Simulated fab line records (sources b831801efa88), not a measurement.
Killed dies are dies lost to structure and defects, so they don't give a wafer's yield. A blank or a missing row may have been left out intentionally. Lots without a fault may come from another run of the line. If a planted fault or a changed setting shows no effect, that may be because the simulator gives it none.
Chamber matching ; flow gf180mcu ; 4 sister chambers for GF_POLY_GATE_ETCH_12 on rie-diel-03
The step etches BARC in N2/H2. 14 wafers are shown with their chamber, then 6 later ones without.

## WAFERS PAIRED WITH THEIR CHAMBERS
wafer;chamber;oes-product-au (a.u.);throttle-valve-pct (%);rf-fwd-power-W (W)
L200.4;0;0.732;13.222;495.4
L200.6;1;0.734;13.221;493.2
L202.2;0;0.733;13.215;498.8
L202.3;2;0.733;13.214;498.6
L202.6;1;0.733;13.210;492.3
L209.1;1;0.725;13.210;493.0
L209.2;0;0.739;13.213;494.4
L209.4;3;0.743;13.226;493.8
L214.1;1;0.731;13.217;495.1
L214.3;2;0.727;13.194;495.6
L214.6;0;0.743;13.212;495.8
L217.3;0;0.731;13.212;495.0
L217.4;1;0.734;13.220;494.6
L217.6;1;0.738;13.205;494.9

SIGNATURES (averages over the wafers above)
reading;chamber 0;chamber 1;chamber 2;chamber 3;scatter within a chamber
oes-product-au;0.73560;0.73250;0.73000;0.74300;0.00468
throttle-valve-pct;13.21480;13.21383;13.20400;13.22600;0.00691
rf-fwd-power-W;495.880;493.850;497.100;493.800;1.52
Rule: distance of a wafer from a chamber = root of the sum over the readings of ((wafer's reading minus chamber's mean) / reading's scatter) squared. The wafer belongs to the nearest chamber; if the next one is less than 2 further off, it can't be placed. The scatter: the root of (the sum of the squares of (reading less its chamber's mean) over the shown wafers, divided by (wafers less chambers)).

## WAFERS WITH NO CHAMBER GIVEN
wafer;oes-product-au (a.u.);throttle-valve-pct (%);rf-fwd-power-W (W)
L218.2;0.729;13.206;493.2
L218.3;0.741;13.215;494.2
L218.5;0.738;13.217;497.0
L220.1;0.744;13.196;494.3
L220.2;0.737;13.202;497.1
L220.5;0.730;13.214;496.7

## CHAMBER TAKEN BY EACH
wafer;from the rows above;in truth
L218.2;can't be placed: 1 or 0 or 2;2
L218.3;can't be placed: 0 or 3 or 1 or 2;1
L218.5;can't be placed: 0 or 1 or 2 or 3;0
L220.1;can't be placed: 0 or 1 or 2 or 3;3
L220.2;can't be placed: 2 or 0 or 1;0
L220.5;can't be placed: 0 or 2 or 1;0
0 of 6 placed correctly. Not placeable from these rows: 6 (in 6, the candidates include the true chamber). 0 placed wrongly.
